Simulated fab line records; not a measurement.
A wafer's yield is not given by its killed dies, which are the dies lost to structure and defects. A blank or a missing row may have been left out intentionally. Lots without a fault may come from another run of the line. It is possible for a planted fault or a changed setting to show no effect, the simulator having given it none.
One fault through the eyes of 2 desks    flow sky130    numbers are kept per desk, each desk with only its own; the story behind them comes last

AT THE TOOL OWNER'S DESK: cvdW-01
The tool's own readings at SKY_LI_CONTACT_CVD_21 (deposits W, target thk 400 nm, time 120.56 s): means of the sampled wafers that have a number, for each lot that ran on this tool. A lot is out of limits, marked OUT, if its mean lies more than 4 standard deviations from the usual mean; the brackets give that distance.
Columns: A = heaterPowerW at SKY_LI_CONTACT_CVD_21, usual 825 W
lot   first seen here  A
L268  day 30 12:45     805
L269  day 30 18:50     861
L270  day 31 08:57     868
L279  day 34 05:51     831
L280  day 34 09:56     829
L281  day 34 12:45     828
L283  day 34 17:18     857
L285  day 35 14:24     863
L289  day 36 21:19     812
This desk found nothing out of limits on any of the 9 lots.

THE METROLOGY DESK
Means of the sampled wafers that have a number, per lot and without regard to the tool the lot ran on: this is what the gauges read. A lot is out of limits, marked OUT, if its mean lies more than 4 standard deviations from the usual mean; the brackets give that distance.
Columns: A = LI_CONTACT_OVL at SKY_LI_CONTACT_OVL_MEAS_13, usual -2 nm; B = LI_CONTACT_W_RS at SKY_LI_CONTACT_RS_MEAS_22, usual 0.283 ohm/sq; C = LI_CONTACT_W_THK at SKY_LI_CONTACT_THK_MEAS_23, usual 411 nm; D = cdNm at SKY_LOCAL_INTERCONNECT_CD_MEAS_11, usual 169.8 nm
lot   first seen here  A   B                 C               D
L268  day 30 12:09     0   0.287             401             171.3
L269  day 30 18:13     -8  0.342 (+9.4) OUT  362 (-4.1) OUT  167.9
L270  day 31 08:22     -1  0.342 (+9.3) OUT  362 (-4.1) OUT  170.6
L279  day 34 05:15     5   0.284             412             171.3
L280  day 34 09:20     -4  0.283             414             171.0
L281  day 34 12:10     7   0.284             412             167.5
L282  day 34 16:03     -3  0.285             409             166.8
L283  day 34 16:42     -7  0.278             407             168.4
L285  day 35 13:48     4   0.284             406             170.4
L288  day 36 01:41     -3  0.288             404             168.7
L289  day 36 20:43     -2  0.289             393             170.7
This desk finds L269, L270 out of limits, with the earliest case on L269 at day 30 18:59 (LI_CONTACT_W_RS at SKY_LI_CONTACT_RS_MEAS_22). Within limits: L268, L279, L280, L281, L282, L283, L285, L288, L289.

ALL TOGETHER
The metrology desk could have raised an alarm at day 30 18:59, on L269, L270.
The desk of the tool owner found nothing out of limits.
The tool owner's desk has L269, L270 on record, within its limits.
On cvdW-01, each named lot ran SKY_LI_CONTACT_CVD_21.

WHAT THE SIMULATOR PUT IN
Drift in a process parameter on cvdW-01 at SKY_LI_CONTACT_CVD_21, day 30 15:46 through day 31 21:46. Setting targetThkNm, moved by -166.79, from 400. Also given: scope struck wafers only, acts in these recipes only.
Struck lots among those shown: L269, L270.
Hours from the fault's start to each desk's first reading out of limits: the metrology desk, 3.
